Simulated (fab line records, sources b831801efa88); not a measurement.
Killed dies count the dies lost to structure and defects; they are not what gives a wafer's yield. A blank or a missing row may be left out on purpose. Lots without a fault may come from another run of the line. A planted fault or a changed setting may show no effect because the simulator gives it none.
The tool behind it: which one? | flow gf180mcu | 12 lots, 36 wafers sampled, at 4 steps of a route of 602

## WHAT THE GAUGES SHOWED, per wafer
GF_NWELL_TW_MEAS_11. Usual: NWELL_TW typically reads 1564, with standard deviation 13.
lot  | measured    | on           | NWELL_TW       | flag
L146 | day 3 09:01 | filmMetro-03 | 1578 1595 1586 | 
L148 | day 3 19:16 | filmMetro-03 | 1573 1581 1582 | 
L149 | day 4 00:04 | filmMetro-04 | 1563 1564 1555 | 
L151 | day 4 10:43 | filmMetro-03 | 1580 1578 1582 | 
L152 | day 4 19:02 | filmMetro-01 | 1558 1551 1555 | 
L155 | day 5 09:49 | filmMetro-01 | 1548 1555 1550 | 
L161 | day 6 19:29 | filmMetro-01 | 1453 1452 1457 | OFF
L163 | day 7 05:43 | filmMetro-01 | 1460 1455 1467 | OFF
L164 | day 7 09:44 | filmMetro-03 | 1582 1585 1591 | 
L166 | day 8 01:37 | filmMetro-01 | 1563 1568 1570 | 
L168 | day 8 08:23 | filmMetro-01 | 1562 1558 1555 | 
L169 | day 8 14:28 | filmMetro-01 | 1570 1556 1574 | 

GF_VT_IMPLANT_RS_MEAS_47: a four-point-probe measurement. Usual: NWELL_RS typically reads 487.7 ohm/sq, with standard deviation 1.3.
lot  | measured     | on           | NWELL_RS (ohm/sq) | flag
L146 | day 7 14:19  | filmMetro-03 | 489.3 485.9 488.4 | 
L148 | day 8 04:04  | filmMetro-03 | 487.8 488.3 486.9 | 
L149 | day 8 11:05  | filmMetro-03 | 488.5 488.7 487.7 | 
L151 | day 8 22:22  | filmMetro-01 | 488.2 488.4 488.0 | 
L152 | day 9 10:11  | filmMetro-03 | 487.3 488.0 488.1 | 
L155 | day 10 04:37 | filmMetro-03 | 487.2 486.2 486.4 | 
L161 | day 11 22:19 | filmMetro-03 | 559.5 559.7 557.0 | OFF
L163 | day 12 11:13 | filmMetro-01 | 562.3 564.2 563.7 | OFF
L164 | day 12 13:40 | filmMetro-03 | 487.6 487.9 486.8 | 
L166 | day 13 10:13 | filmMetro-03 | 486.3 486.6 486.4 | 
L168 | day 13 18:15 | filmMetro-01 | 486.5 489.2 487.6 | 
L169 | day 14 03:35 | filmMetro-01 | 486.5 486.3 486.1 | 

GF_HV_LDD_CD_MEAS_07: target cd 400 nm. Usual: cdNm reads 399.6 nm (standard deviation 2.3).
lot  | measured     | on       | cdNm (nm)         | flag
L146 | day 9 23:50  | cdSem-01 | 402.0 402.1 401.8 | 
L148 | day 10 16:43 | cdSem-01 | 399.1 396.2 399.3 | 
L149 | day 10 22:38 | cdSem-02 | 398.2 399.1 397.9 | 
L151 | day 11 11:55 | cdSem-01 | 400.5 399.3 400.2 | 
L152 | day 12 01:07 | cdSem-01 | 397.2 396.7 394.4 | 
L155 | day 12 20:43 | cdSem-01 | 400.6 400.6 398.2 | 
L161 | day 14 17:32 | cdSem-02 | 397.5 399.8 400.7 | 
L163 | day 15 09:17 | cdSem-02 | 396.4 397.9 396.6 | 
L164 | day 15 12:34 | cdSem-01 | 401.2 404.4 400.2 | 
L166 | day 16 13:10 | cdSem-02 | 402.7 399.9 403.7 | 
L168 | day 16 22:24 | cdSem-01 | 399.4 399.3 398.3 | 
L169 | day 17 05:17 | cdSem-02 | 401.7 402.6 400.8 | 

## WHAT TOOL EACH LOT RAN ON (gives the tool, then ch and the chambers of the sampled wafers, and finally the start)
lot  | GF_NWELL_IMPLANT_08
L146 | implanter-03 ch 0, day 3 08:37
L148 | implanter-02 ch 0, day 3 18:52
L149 | implanter-01 ch 0, day 3 23:40
L151 | implanter-01 ch 0, day 4 10:19
L152 | implanter-02 ch 0, day 4 18:25
L155 | implanter-03 ch 0, day 5 09:25
L161 | implanter-02 ch 0, day 6 19:08
L163 | implanter-02 ch 0, day 7 05:19
L164 | implanter-01 ch 0, day 7 09:22
L166 | implanter-03 ch 0, day 8 01:14
L168 | implanter-01 ch 0, day 8 08:01
L169 | implanter-03 ch 0, day 8 14:05
- GF_NWELL_IMPLANT_08

## AS READ BY THE TOOLS THEMSELVES (means over the sampled wafers that have a number; for cases with no such wafer, the mark the record gives instead)
GF_NWELL_IMPLANT_08. Usual: beamOnS 9.98 s, standard deviation 0.18; doseIonsCm2 1.5001e+13, standard deviation 1.5e+10; faradayCurrentUA 84.8, standard deviation 1.5.
lot  | tool         | beamOnS (s) | doseIonsCm2 | faradayCurrentUA | flag
L146 | implanter-03 | 9.95        | 1.5003e+13  | 84.7             | 
L148 | implanter-02 | 10.06       | 1.5002e+13  | 84.0             | 
L149 | implanter-01 | 10.04       | 1.4987e+13  | 84.6             | 
L151 | implanter-01 | 9.98        | 1.4988e+13  | 84.9             | 
L152 | implanter-02 | 10.09       | 1.5009e+13  | 83.4             | 
L155 | implanter-03 | 9.88        | 1.4991e+13  | 85.5             | 
L161 | implanter-02 | 7.68        | 1.4987e+13  | 109.9            | OFF
L163 | implanter-02 | 7.77        | 1.5018e+13  | 109.0            | OFF
L164 | implanter-01 | 9.90        | 1.5008e+13  | 85.4             | 
L166 | implanter-03 | 9.77        | 1.4989e+13  | 86.5             | 
L168 | implanter-01 | 9.83        | 1.4995e+13  | 85.9             | 
L169 | implanter-03 | 9.91        | 1.5018e+13  | 85.2             | 

## THE ANSWER, worked out from the rows above alone
Rule: a lot counts as off when the mean over its wafers that have a number is more than 3 standard deviations away from the usual mean. Also off: a lot with no number at a reading for which 4 or more lots have one. Any other lot the step has rows for is counted as sound. Order of review: gauges by route order, followed by the tools' own readings, for which a lot's mean as printed above is used. The first step at which some lot is off is used, and at that step the reading that is off furthest; a lot without a number counts as furthest.
Off: at GF_NWELL_TW_MEAS_11 (NWELL_TW), L161, L163.
If a tool, at a process step before that reading, ran all the lots that are off and no sound lot after the first of them, it fits. Not tried: the gauges at GF_NWELL_TW_MEAS_11; whatever is off there is also off at GF_NWELL_IMPLANT_08, on other tools, and gauge error can't account for it. One candidate fits, namely implanter-02 at GF_NWELL_IMPLANT_08. Its last sound lot is L152 (day 4 18:25), its first lot that is off L161 (day 6 19:08): a fault that began between those two fits.
The tool's own readings at GF_NWELL_IMPLANT_08 bear it out: on the lots that are off they differ by more than 5 times the standard deviation of the sound lots' means. beamOnS reads 7.72 s there against 9.94 s on the sound lots; faradayCurrentUA reads 109.5 there against 85.0 on the sound lots.

## WHAT HAD BEEN PUT IN BY THE SIMULATOR
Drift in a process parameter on implanter-02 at GF_NWELL_IMPLANT_08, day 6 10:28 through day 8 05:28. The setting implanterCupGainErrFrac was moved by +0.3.
Shown lots that were struck: L161, L163. Same finding as the rule above.
